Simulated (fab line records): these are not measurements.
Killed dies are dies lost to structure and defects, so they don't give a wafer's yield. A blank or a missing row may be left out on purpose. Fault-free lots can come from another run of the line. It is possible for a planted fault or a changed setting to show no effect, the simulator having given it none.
fab line records    flow sky130
record: lots: 4  wafers: 12  last_day: 50
route steps=708 shown METAL4@625 VIA4@639 METAL5@661 PAD_OPEN@708
lots that met no fault: from a run of the same line without faults
start_h: the number of hours between the record's first day and the start of the first shown wafer of the lot    wait_h: hours since the lot's step before    " unchanged from the row above    L1.1+2: a single row standing in for several wafers    - either no value or no given start    * or withheld: withheld    < > ~ a bound
route shown NAME@n: NAME is a module with steps in the file, n the number in the route of the first one    usual: mean/standard deviation taken from wafers without a fault    same: alike in all rows    chamber/n: place in a boat    sites: the reading at each site    _std_site: the standard deviation of these    _edge_site: outer sites' mean less inner sites'    radius_mm: how far each site lies from the wafer's centre    mask NAME#n: copy n    behind: tool/chamber where the wafer was last shaped    hold: why the lot went on hold/how many hours it stayed there/how the hold came to an end    device: the n, p or np transistor that did not switch    end of line: tests run on the same wafers once the route is complete    for a step that has no rows: nothing shown but its recipe    killed: the dies lost at the first sort to structure and to defects; this is not the yield of the wafer    map: dies across one wafer; x = killed, . = not, _ = none there
set.NAME: the run value of the setting; set.NAME@STEP: its run value at that earlier step    model.NAME: the simulator's own value behind a step, which no gauge read
lots seen at some steps along the route; tables by step, rows by wafer
services: from which hour (start_h, from the record's first day; less than 0 if before it) a tool's chamber was out of use, for how many hours, and why
== steps ==
step: SKY_METAL4_SOFTBAKE_09
recipe: temp_c: 100  time_s: 90  resist: KrF-thick
step: SKY_METAL4_EXPOSE_10
recipe: mask_id: MM4  na: 0.68  source_shape: annular  sigma_inner: 0.4  sigma_outer: 0.8  target_cd_nm: 300  dose_mj: 28
step: SKY_METAL4_PEB_11
recipe: peb_temp_c: withheld  peb_time_s: withheld  resist: KrF-thick
step: SKY_METAL4_DEVELOP_12
recipe: develop_time_s: 60  resist: KrF-thick  dev_temp_c: 21
step: SKY_METAL4_DESCUM_15
recipe: chemistry: O2  source_power_w: 150  bias_power_w: 0  pressure_mtorr: 10  temp_c: 40  time_s: 8
step: SKY_METAL4_ETCH_16
recipe: chemistry: N2/H2  target: BARC  ion_energy_ev: 200  bias_w: 100  pressure_mtorr: 30  n2_flow_sccm: 100  h2_flow_sccm: 200  icp_w: 500  stop_on: SiO2  time_s: 88.2  target_depth_a: 600
step: SKY_METAL4_ETCH_17
recipe: target: SiO2  stop_on: TiN  chemistry: C4F8/O2/Ar  source_w: 1500  bias_w: 1200  pressure_mtorr: 40  c4f8_flow_sccm: withheld  O2_flow_sccm: 6  Ar_flow_sccm: 300  time_s: 3.9  target_depth_a: 150
step: SKY_METAL4_METAL_ETCH_18
recipe: target_depth_a: 8450  stop_on: SiO2  over_etch_frac: 0.3  time_s: 175.1  chemistry: Cl2/BCl3  resist_sidewall_deg: 88  pressure_mtorr: 10  icp_w: 900  bias_w: 48.5  Cl2_flow_sccm: 60  bcl3_flow_sccm: 30
step: SKY_METAL4_STRIP_19
recipe: chemistry: O2/N2  power_w: 1400  pressure_mtorr: 1500  platen_temp_c: withheld  o2_flow_sccm: 3000  n2_flow_sccm: 300  overash_fraction: 0.5
step: SKY_METAL4_STRIP_20
recipe: chemistry: post_etch_residue_remover  time_s: 1200  temp_c: 72.5
step: SKY_METAL4_CLEAN_21
recipe: chemistry: IPA  time_s: 180  temp_c: 25
lot.wafer   tool          chamber  start_h  wait_h
L511.1+4+5  wet_bench-03  1        987.44   0.0
L525.1+2+6  wet_bench-03  0        1077.57  0.0
L526.1+2+3  wet_bench-03  0        1089.27  0.0
L533.3+5+6  wet_bench-02  0        1133.25  0.0
step: SKY_METAL4_CLEAN_22
recipe: chemistry: O3/DIW  dry: n2_spin
step: SKY_VIA4_HDPCVD_00
recipe: material: SiO2  target_thk_nm: 1750  sigma_open_frac: 0.3  time_s: 291.7  temp_c: 400  sih4_flow_sccm: 60  pressure_mtorr: 6
step: SKY_VIA4_CMP_02
recipe: material: SiO2  down_force_psi: 4  platen_rpm: 60  pad_velocity_m_s: 0.94248
step: SKY_VIA4_DEHYDRATE_04
recipe: temp_c: 200  time_s: 60
step: SKY_VIA4_HMDS_05
recipe: prime_time_s: 60  prime_temp_c: 120
step: SKY_VIA4_COAT_06
recipe: resist: NOVOLAK  spin_rpm: 3000  resist_thk_nm: 1140
step: SKY_VIA4_SOFTBAKE_07
recipe: temp_c: 90  time_s: 60  resist: NOVOLAK
step: SKY_VIA4_EXPOSE_08
recipe: mask_id: VIM4  na: 0.6  source_shape: conventional  sigma_outer: 0.6  polarization: unpolarized  target_cd_nm: 800  dose_mj: 132
step: SKY_VIA4_PEB_09
recipe: temp_c: withheld  time_s: *  resist: NOVOLAK
step: SKY_VIA4_DEVELOP_10
recipe: resist: NOVOLAK  developer: TMAH  develop_time_s: 60  dev_temp_c: 23
step: SKY_VIA4_ETCH_12
recipe: target: SiO2  chemistry: C4F8/O2/Ar  stop_on: TiN  mask_material: NOVOLAK  source_w: 1500  bias_w: 1200  pressure_mtorr: 40  c4f8_flow_sccm: withheld  O2_flow_sccm: 6  Ar_flow_sccm: 300  time_s: withheld  target_depth_a: 5800
step: SKY_VIA4_STRIP_13
recipe: chemistry: O2/N2  power_w: 1400  pressure_mtorr: 1500  platen_temp_c: withheld  o2_flow_sccm: 3000  n2_flow_sccm: 300  overash_fraction: 0.5
step: SKY_VIA4_STRIP_14
recipe: chemistry: post_etch_residue_remover  time_s: 1200  temp_c: 72.5
step: SKY_VIA4_CLEAN_15
recipe: chemistry: IPA  time_s: 180  temp_c: 25
step: SKY_VIA4_CLEAN_16
recipe: chemistry: O3/DIW  dry: n2_spin
step: SKY_VIA4_SPUTTER_17
recipe: material: TiN  target_thk_nm: 20  chamber_pressure_pa: 5  power_w: 4000  time_s: 80
step: SKY_VIA4_CVD_18
recipe: material: W  target_thk_nm: 505  time_s: 152.14  temp_c: 400  pressure_torr: 40
step: SKY_VIA4_CMP_21
recipe: stop_on: SiO2  t_overpolish_s: 25  down_force_psi: 3.5  platen_rpm: 60  target_thk_nm: 0  pad_velocity_m_s: 0.94248
step: SKY_METAL5_SPUTTER_00
recipe: material: Ti  target_thk_nm: 15  power_w: 3000  time_s: 10  chamber_pressure_pa: 0.4
step: SKY_METAL5_SPUTTER_01
recipe: material: TiN  target_thk_nm: 20  power_w: 6500  time_s: 16.7  chamber_pressure_pa: 0.4
step: SKY_METAL5_SPUTTER_02
recipe: material: AlCu  target_thk_nm: 1150  power_w: 10600  time_s: 61.2  chamber_pressure_pa: 0.4
step: SKY_METAL5_SPUTTER_03
recipe: material: Ti  target_thk_nm: 5  power_w: 3000  time_s: 3.3  chamber_pressure_pa: 0.4
step: SKY_METAL5_SPUTTER_04
recipe: material: TiN  target_thk_nm: 70  power_w: 6589  time_s: 58.3  chamber_pressure_pa: 0.4
step: SKY_PAD_OPEN_PROBE_99
usual: defect_limited_yield: 82.1/1.9  killed_at_M0_to_M3: 45/6.8  killed_at_M4_up: 3.0/1.7  killed_at_contacts: 25/5.7  killed_at_front_end: 15/4.6  killed_at_other: 0.3/0.66  killed_dies: 88/9.5  killed_open: 48/7.3  killed_short: 39/6.5  sort_bin_3_pad_short: 0.9/0.47  sort_bin_5_function: 10.6/1.5  sort_bin_6_memory: 6.4/1.2  sort_n_pass: 404/9.5  sort_yield_pct: 82.1/1.9
same: gross_dies: 492  killed_at_back_side: 0  sort_bin_4_leakage[%]: 0  sort_bin_8_speed[%]: 0
lot.wafer  tool       chamber  start_h  wait_h  hold                      defect_limited_yield[%]  killed_at_M0_to_M3  killed_at_M4_up  killed_at_contacts  killed_at_front_end  killed_at_other  killed_dies  killed_open  killed_short  sort_bin_3_pad_short[%]  sort_bin_5_function[%]  sort_bin_6_memory[%]  sort_n_pass  sort_yield_pct[%]  model.etest.tester.sort_n_pass  model.etest.tester.sort_yield_pct  model.etest.tester.sort_bin_5_pct  model.etest.tester.sort_bin_3_pct
L511.1     prober-02  -        1081.84  0.1     -                         79.9                     56                  4                32                  7                    0                99           57           42            0.6                      12.6                    6.9                   393          79.9               393                             79.88                              12.6                               0.6098
L511.4     prober-02  -        1081.99  0.2     -                         80.9                     53                  1                24                  16                   0                94           59           35            0.8                      12.2                    6.1                   398          80.9               398                             80.89                              12.2                               0.813
L511.5     prober-02  -        1082.04  0.2     -                         81.7                     45                  2                24                  19                   0                90           44           46            1.4                      11.4                    5.5                   402          81.7               402                             81.71                              11.38                              1.423
L525.1     prober-01  -        1158.50  0.1     await_dispo/5.0h/release  71.5                     37                  59               24                  17                   3                140          47           41            3.5                      17.7                    7.3                   352          71.5               352                             71.54                              17.68                              3.455
L525.2     prober-01  -        1158.55  0.1     await_dispo/5.0h/release  75.4                     39                  56               18                  8                    0                121          33           36            3.5                      14.6                    6.5                   371          75.4               371                             75.41                              14.63                              3.455
L525.6     prober-01  -        1158.75  0.2     await_dispo/5.0h/release  73.6                     38                  60               17                  15                   0                130          36           37            4.1                      16.9                    5.5                   362          73.6               362                             73.58                              16.87                              4.065
L526.1     prober-02  -        1170.60  0.1     await_dispo/2.6h/release  75.8                     36                  56               15                  12                   0                119          33           32            2.0                      17.1                    5.1                   373          75.8               373                             75.81                              17.07                              2.033
L526.2     prober-02  -        1170.65  0.1     await_dispo/2.6h/release  71.7                     31                  52               33                  21                   2                139          46           41            2.8                      18.1                    7.3                   353          71.7               353                             71.75                              18.09                              2.846
L526.3     prober-02  -        1170.70  0.2     await_dispo/2.6h/release  74.4                     32                  60               18                  16                   0                126          40           27            2.6                      15.2                    7.7                   366          74.4               366                             74.39                              15.24                              2.642
L533.3     prober-02  -        1205.91  0.2     -                         80.1                     50                  5                32                  10                   1                98           50           48            2.0                      9.6                     8.3                   394          80.1               394                             80.08                              9.553                              2.033
L533.5     prober-02  -        1206.01  0.2     -                         81.9                     30                  1                30                  28                   0                89           52           37            0.8                      10.6                    6.7                   403          81.9               403                             81.91                              10.57                              0.813
L533.6     prober-02  -        1206.06  0.2     -                         82.1                     48                  1                23                  16                   0                88           41           47            0.8                      11.4                    5.7                   404          82.1               404                             82.11                              11.38                              0.813
killed by level:class
L511.1 VIA1:geometric_particle:open=20 CONTACT:geometric_particle:open=12 VIA1:geometric_particle:short=11 LI_CONTACT:geometric_particle:open=9 VIA2:geometric_particle:open=7 LOCAL_INTERCONNECT:geometric_particle:short=5 CONTACT:geometric_particle:short=5 METAL1:geometric_particle:short=5
L511.4 VIA1:geometric_particle:open=14 LI_CONTACT:geometric_particle:open=11 VIA2:geometric_particle:open=9 METAL2:geometric_particle:short=8 VIA3:geometric_particle:open=7 CONTACT:geometric_particle:open=6 METAL1:geometric_particle:short=5 LOCAL_INTERCONNECT:geometric_particle:short=4
L511.5 VIA1:geometric_particle:open=11 CONTACT:geometric_particle:open=10 FIELD_ISO:geometric_particle:short=7 METAL2:geometric_particle:short=6 LI_CONTACT:geometric_particle:open=6 VIA2:geometric_particle:short=6 VIA2:geometric_particle:open=6 LI_CONTACT:geometric_particle:short=5
L525.1 METAL4:unspecified=52 LI_CONTACT:geometric_particle:open=8 VIA1:geometric_particle:open=8 CONTACT:geometric_particle:open=6 CONTACT:geometric_particle:short=5 METAL1:geometric_particle:short=5 METAL2:geometric_particle:short=5 FIELD_ISO:geometric_particle:short=4
L525.2 METAL4:unspecified=52 VIA3:geometric_particle:open=10 METAL1:geometric_particle:short=8 CONTACT:geometric_particle:short=7 CONTACT:geometric_particle:open=5 METAL2:geometric_particle:short=5 VIA1:geometric_particle:open=4 VIA2:geometric_particle:open=4
L525.6 METAL4:unspecified=57 CONTACT:geometric_particle:open=8 VIA3:geometric_particle:open=8 VIA1:geometric_particle:open=7 FIELD_ISO:geometric_particle:short=6 VIA2:geometric_particle:short=6 METAL2:geometric_particle:short=6 FIELD_ISO:geometric_particle:open=4
L526.1 METAL4:unspecified=53 VIA3:geometric_particle:open=7 METAL1:geometric_particle:short=5 VIA1:geometric_particle:open=5 VIA2:geometric_particle:open=5 CONTACT:geometric_particle:short=4 FIELD_ISO:geometric_particle:short=3 METAL3:geometric_particle:short=3
L526.2 METAL4:unspecified=49 CONTACT:geometric_particle:open=14 METAL1:geometric_particle:short=7 LI_CONTACT:geometric_particle:open=6 POLY_GATE:geometric_particle:open=5 SPACER:geometric_particle:open=5 LOCAL_INTERCONNECT:geometric_particle:short=5 CONTACT:geometric_particle:short=5
L526.3 METAL4:unspecified=57 VIA2:geometric_particle:open=6 VIA1:geometric_particle:open=6 POLY_GATE:geometric_particle:open=5 CONTACT:geometric_particle:open=5 CONTACT:geometric_particle:short=5 METAL2:geometric_particle:short=4 VIA3:geometric_particle:open=4
L533.3 CONTACT:geometric_particle:open=10 VIA1:geometric_particle:open=10 LI_CONTACT:geometric_particle:open=9 VIA2:geometric_particle:open=9 METAL1:geometric_particle:short=7 VIA1:geometric_particle:short=7 LOCAL_INTERCONNECT:geometric_particle:short=6 VIA2:geometric_particle:short=5
L533.5 CONTACT:geometric_particle:open=14 POLY_GATE:geometric_particle:open=12 VIA3:geometric_particle:open=7 LI_CONTACT:geometric_particle:short=6 VIA1:geometric_particle:open=6 FIELD_ISO:geometric_particle:short=5 POLY_GATE:geometric_particle:short=5 CONTACT:geometric_particle:short=4
L533.6 METAL1:geometric_particle:short=11 VIA1:geometric_particle:open=9 LI_CONTACT:geometric_particle:open=7 METAL2:geometric_particle:short=7 LOCAL_INTERCONNECT:geometric_particle:short=6 CONTACT:geometric_particle:open=6 VIA3:geometric_particle:open=6 POLY_GATE:geometric_particle:short=5
map L525.1 (x killed, . not)
__________x......x.._________
________...xx..x.x...x_______
______..x....x.xxx.x...._____
_____.xxx....x...x.......____
____....x.......x.........___
___.......x...x.xxxx.......__
__.........x.x.x....x..x...._
_x.x..x.x....x.x........xx..x
_..x..........xxxx.....x.....
_............x...x........x..
_.......xxx.xx...x....x...x..
_..x...xx...x...x........x..x
_......x.....................
_....x......x.x.......xx.....
_x...........x.....x........x
__x.....x...xx.x.x...x..x..._
___......xxxxxxxxx.........__
____..x.x.xxxxxxxx........___
_____...xxxxxxxxxxx.x....____
______...xxxxxxxxxx....._____
________.xxxxxxxx...x._______
__________xxxxxxxx.._________
map L526.2 (x killed, . not)
__________.........._________
________........x..x.._______
______...x.....x.x.x...._____
_____x.......xx...x....x.____
____xx.....x.......x.x....___
___...x..x.....x.......x..x__
__x..x..x............x.....x_
_.x...........x...x...x..x...
_.x.x........x........x....x.
_...x..x..xxx.............x.x
_.x.........x.....x..x.......
_...........x.xx..xx.x.x...x.
_..xxx...........xx.....x..x.
_.........x...x.x......xxx..x
_....x.......x.......x.......
__..x.....xxx..xx..x...x..x._
___......xxxxxxxxx.........__
____x...xxxxxxxxxxx.x.x..x___
_____....xxxxxxxxx.......____
______..xxxxxxxxx......._____
________xxxxxxxx.x.x.._______
__________x.xx.xx..x_________
== services ==
tool          chamber  start_h  hours  kind
wet_bench-03  -        1093.71  4.4    pm
wet_bench-03  -        1123.45  7.5    repair
== key ==
first_sign: step: SKY_PAD_OPEN_PROBE_99  reading: killed_at_M4_up  direction: up  sigmas: 33  usual: 3.0  struck: 57.2
effect: step: SKY_PAD_OPEN_PROBE_99  reading: sort_bin_3_pad_short  direction: up  sigmas: 4.7  usual: 0.9  struck: 3.1
model_effect: step: SKY_PAD_OPEN_PROBE_99  value: etest.tester.sort_n_pass  without: 409.2  struck: 362.8
met_at SKY_METAL4_CLEAN_21
struck_wafers L525.1,L525.2,L525.6,L526.1,L526.2,L526.3
fault: kind: chamber_particle_source  tool: wet_bench-03  chamber: 0  onset_h: 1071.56  steps: SKY_METAL4_CLEAN_21  rate_per_visit_cm2: 1.0233  end_h: 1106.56
